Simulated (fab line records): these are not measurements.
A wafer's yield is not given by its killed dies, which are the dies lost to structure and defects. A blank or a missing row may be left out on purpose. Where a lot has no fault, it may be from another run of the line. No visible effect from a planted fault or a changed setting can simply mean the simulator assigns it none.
Comparing a struck lot with a sound one	flow gf180mcu	15 steps out of a route of 602
Sound: wafers L514.3, L514.5, L514.6. Wafers L519.1, L519.2, L519.6 were the ones struck. The cause comes at the end.
At each step with rows: each side's tool, then ch and its chambers, then its first start. Under that, the readings that differ: sound wafers	struck wafers	difference of the means	sigmas: that difference in standard deviations of wafers without a fault.
alike: readings whose means differ by less than 2 such deviations, and words and numbers that are the same on both sides. not compared: withheld readings, readings that some wafer has no value for, bounds like >300 that may hide the same value, and numbers for which the record gives no deviation and whose values overlap.
Wherever a step has rows on one side only, a row that says differs or no value, or a row with sigmas, the two part there. When numbers do not overlap yet have no deviation, they are printed without sigmas and do not part them. A reading missing from all wafers of one side parts the sides only when that side holds two or more wafers.

first, 3 steps without rows for these wafers: GF_V1_EXPOSE_11 (exposes mask Via1, target cd 260 nm); GF_V1_PEB_12 (peb time 90 s); GF_V1_DEVELOP_13 (develop time 60 s).
GF_V1_CD_MEAS_14: target cd 260 nm.
  struck on cd sem-02, day 20 02:08; sound on cd sem-01, day 18 00:25
  alike: cd nm
GF_V1_OVL_MEAS_15:
  struck on overlay-01, day 20 02:15; sound on overlay-02, day 18 00:31
  alike: V1_OVL
GF_V1_ETCH_16: etches BARC in N2/H2.
  sound on rie diel-02 ch 1,2,3, day 18 00:32; struck on rie diel-03 ch 0,3, day 20 02:17
  alike: drypump motor current A, oes product au, throttle valve pct
GF_V1_ETCH_17: etches SiO2 in C4F8/O2/Ar, stops on TiN, target depth 630 nm.
  sound: rie diel-02 ch 1,2,3; struck: rie diel-03 ch 0,3
  alike: oes product au
GF_V1_STRIP_18: strips in O2/N2.
  sound on plasma asher-02 ch 0,1, day 18 00:42; struck on plasma asher-01 ch 0,1, day 20 02:25
  alike: drypump motor current A, heater power w, oes product au
  not compared: rf hours counter h
then, 2 steps without rows for these wafers: GF_V1_STRIP_19 (strips in post etch residue remover, time 1200 s); GF_V1_CLEAN_20 (cleans in DIW).
GF_V1_SPUTTER_21: material Ti, target thk 15 nm, time 80.02 s.
  struck on pvd sputter-03, day 20 02:59; sound on pvd sputter-02, day 18 01:12
  alike: throttle valve pct
GF_V1_SPUTTER_22: material TiN, target thk 10 nm, time 40 s.
  struck on pvd sputter-03, day 20 03:03; sound on pvd sputter-02, day 18 01:16
  alike: throttle valve pct
GF_V1_CVD_23: deposits W, target thk 350 nm, time 105.05 s.
  sound on cvd w-02 ch 0,1, day 18 01:20; struck on cvd w-02 ch 0,1, day 20 03:05
reading	sound	struck	difference	sigmas
chamber pressure Torr (Torr)	39.90 40.00 39.90	38.37 38.48 38.58	-1.46	-15
model.W_of_V1_CVD_23.thk nm (nm)	354.1 349.9 355.3	347.8 343.6 348.3	-6.5	
  alike: heater power w
GF_V1_RS_MEAS_24: a four-point-probe measurement.
  struck on film metro-03, day 20 03:12; sound on film metro-02, day 18 01:27
  alike: V1_W_RS
GF_PASSIVATION_PROBE_99:
  the record holds rows for the sound wafers here (prober-02, day 29 02:12) but none for the struck ones

## WHERE THEY PART
At GF_V1_CVD_23 first; at GF_PASSIVATION_PROBE_99 last (within this record only).

WHY: what the simulator had put in
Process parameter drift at GF_V1_CVD_23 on cvd w-02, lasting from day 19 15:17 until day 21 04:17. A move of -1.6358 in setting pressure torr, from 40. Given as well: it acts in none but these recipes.
